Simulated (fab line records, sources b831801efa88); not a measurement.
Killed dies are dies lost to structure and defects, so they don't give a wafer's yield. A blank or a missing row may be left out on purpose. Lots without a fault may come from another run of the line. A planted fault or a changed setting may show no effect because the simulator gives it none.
One fault seen from 2 desks | flow gf180mcu | each desk has only its own numbers; what lay behind them comes last

THE METROLOGY DESK
What the gauges read, lot by lot, whatever tool the lot ran on: means of the sampled wafers that have a number. A lot is out of limits, marked OUT, if its mean lies more than 4 standard deviations from the usual mean; the brackets give that distance.
Columns: A = cd_nm at GF_HV_LDD_CD_MEAS_31, usual 399.8 nm; B = PSD_TW at GF_PSD_TW_MEAS_11, usual 3214; C = PSD_RS at GF_PSD_RS_MEAS_15, usual 108.53 ohm/sq
lot  | first seen here | A     | B               | C
L289 | day 11 10:55    | 398.5 | 3165            | 108.38
L292 | day 12 04:59    | 397.4 | 3243            | 108.57
L293 | day 12 15:28    | 401.3 | 3196            | 108.47
L300 | day 15 06:25    | 399.0 | 2881 (-8.8) OUT | 132.86 (+84) OUT
L301 | day 15 15:23    | 397.8 | 2799 (-11) OUT  | 132.60 (+83) OUT
L302 | day 15 23:23    | 405.4 | 2804 (-11) OUT  | 132.67 (+83) OUT
L305 | day 17 06:53    | 401.3 | 3250            | 108.85
L306 | day 17 10:55    | 401.8 | 3215            | 107.95
L307 | day 17 17:25    | 398.9 | 3250            | 108.51
L308 | day 18 00:56    | 398.2 | 3169            | 108.81
L311 | day 19 01:04    | 396.5 | 3259            | 108.38
This desk's finding: out of limits on L300, L301, L302; first on L300, day 18 07:04 (PSD_TW at GF_PSD_TW_MEAS_11). In limits: L289, L292, L293, L305, L306, L307, L308, L311.

THE TOOL OWNER'S DESK: implanter-02
The tool's own readings at GF_PSD_IMPLANT_09: means of the sampled wafers that have a number, for each lot that ran on this tool. A lot is out of limits, marked OUT, if its mean lies more than 4 standard deviations from the usual mean; the brackets give that distance.
Columns: A = beam_energy_keV at GF_PSD_IMPLANT_09, usual 40.000
lot  | first seen here | A
L292 | day 14 23:05    | 39.988
L293 | day 15 08:34    | 39.990
L300 | day 18 06:49    | 25.604 (-99 or more) OUT
L301 | day 18 14:53    | 25.590 (-99 or more) OUT
L302 | day 19 01:01    | 25.608 (-99 or more) OUT
L311 | day 22 06:30    | 40.013
This desk's finding: out of limits on L300, L301, L302; first on L300, day 18 06:49 (beam_energy_keV at GF_PSD_IMPLANT_09). In limits: L292, L293, L311.

PUT TOGETHER
The tool owner's desk could have raised an alarm at day 18 06:49, on L300, L301, L302.
The metrology desk could have raised an alarm at day 18 07:04, on L300, L301, L302.
Of the lots named, all ran GF_PSD_IMPLANT_09 on implanter-02.

WHAT THE SIMULATOR HAD PUT IN
Process parameter drift: implanter-02, from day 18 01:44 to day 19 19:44, at GF_PSD_IMPLANT_09. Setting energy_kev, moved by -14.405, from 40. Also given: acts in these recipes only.
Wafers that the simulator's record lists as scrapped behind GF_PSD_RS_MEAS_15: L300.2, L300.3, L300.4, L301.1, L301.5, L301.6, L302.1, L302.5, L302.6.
Lots struck among those shown: L300, L301, L302.
Hours from the fault's start to each desk's first reading out of limits: the tool owner's desk, 5; the metrology desk, 5.
